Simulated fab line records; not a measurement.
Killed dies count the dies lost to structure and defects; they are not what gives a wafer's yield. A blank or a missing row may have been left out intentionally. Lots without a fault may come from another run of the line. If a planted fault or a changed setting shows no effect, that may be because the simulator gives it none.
A lot that was struck, set against a sound lot    flow gf180mcu    16 out of 602 route steps
Sound: these wafers, L551.2, L551.4, L551.5. Wafers struck: L563.1, L563.2, L563.6. The cause comes at the end.
For every step that has rows: the tool of each side, followed by ch and its chambers, followed by its first start. Under that, the readings that differ: sound wafers    struck wafers    difference of the means    sigmas: that difference in standard deviations of wafers without a fault.
alike: a reading whose means differ by less than 2 such deviations, as well as words and numbers matching on both sides. not compared: withheld readings; readings where some wafer has no value; bounds like >300 that might hide an equal value; numbers whose values overlap and for which the record gives no deviation.
A row with sigmas, a row that says differs or no value, or rows on one side alone: a step with any of these is where the two part. Numbers that have no deviation but don't overlap get no sigmas and don't part them. A reading that every wafer of one side lacks parts them only if that side has two wafers or more.

first, 4 steps without rows for these wafers: GF_M4_SOFTBAKE_10 (time 60 s); GF_M4_EXPOSE_11 (exposes mask Metal4, target cd 280 nm); GF_M4_PEB_12 (peb time 90 s); GF_M4_DEVELOP_13 (develop time 60 s).
GF_M4_CD_MEAS_14: the cd target is 280 nm.
  sound on cd-sem-01 at day 24 03:14; struck on cd-sem-01 at day 28 01:58
  alike: cd-nm
GF_M4_OVL_MEAS_15:
  sound on overlay-01 at day 24 03:20; struck on overlay-02 at day 28 02:05
  alike: M4_OVL
GF_M4_METAL_ETCH_16: etches the open film in Cl2/BCl3, stops on SiO2, target depth 750.8 nm, time 125.1 s.
  sound on rie-metal-01 ch 0,1, day 24 03:22; struck on rie-metal-01 ch 0,1, day 28 02:07
reading                 sound                 struck                difference  sigmas
throttle-valve-pct (%)  28.244 28.236 28.238  28.218 28.216 28.210  -0.025      -2
  alike: drypump-motor-current-A, oes-product-au
  not compared: rf-hours-counter-h
GF_M4_STRIP_17: strips in O2/N2.
  sound on plasma-asher-03 ch 0,1, day 24 03:29; struck on plasma-asher-04 ch 0,1, day 28 02:14
  alike: drypump-motor-current-A, heater-power-w, oes-product-au, platen-temp-c, strip-time-to-endpoint-s
  not compared: rf-hours-counter-h
then, 3 steps without rows for these wafers: GF_M4_STRIP_18 (strips in post etch residue remover, time 1200 s); GF_M4_CLEAN_19 (cleans in DIW); GF_V4_CVD_00 (deposits SiO2, target thk 600 nm, time 100 s).
GF_V4_THK_MEAS_01:
  sound on film-metro-04 at day 24 04:07; struck on film-metro-04 at day 28 02:51
  alike: V4_CVD_00_THK
GF_V4_CVD_02: deposits SiO2 from TEOS, target thk 850 nm, time 94.851 s.
  sound on pecvd-03 ch 1,2, day 24 04:10; struck on pecvd-03 ch 0,1, day 28 02:55
reading             sound              struck             difference  sigmas
rf-fwd-power-W (W)  598.9 598.7 596.9  693.3 689.6 694.2  +94.2       +39
  alike: heater-power-w
  not compared: model.SiO2_of_V4_CVD_02.thk-nm
GF_V4_THK_MEAS_03:
  sound on film-metro-03 at day 24 04:14; struck on film-metro-01 at day 28 02:59
  alike: V4_CVD_02_THK
GF_V4_CMP_04: polishes SiO2.
  sound on cmp-02 ch 1,3, day 24 04:17; struck on cmp-02 ch 0,2,3, day 28 03:05
reading                 sound     struck    difference  sigmas
time-to-endpoint-s (s)  64 70 72  93 74 89  +17         +2
  alike: motor-current-A
GF_PASSIVATION_PROBE_99:
  rows exist in the record for the sound wafers here (prober-01, day 29 16:05), none for the struck ones

== WHERE THEY PART ==
At GF_M4_METAL_ETCH_16 first; at GF_PASSIVATION_PROBE_99 last (within this record only).

WHY: whatever the simulator had introduced
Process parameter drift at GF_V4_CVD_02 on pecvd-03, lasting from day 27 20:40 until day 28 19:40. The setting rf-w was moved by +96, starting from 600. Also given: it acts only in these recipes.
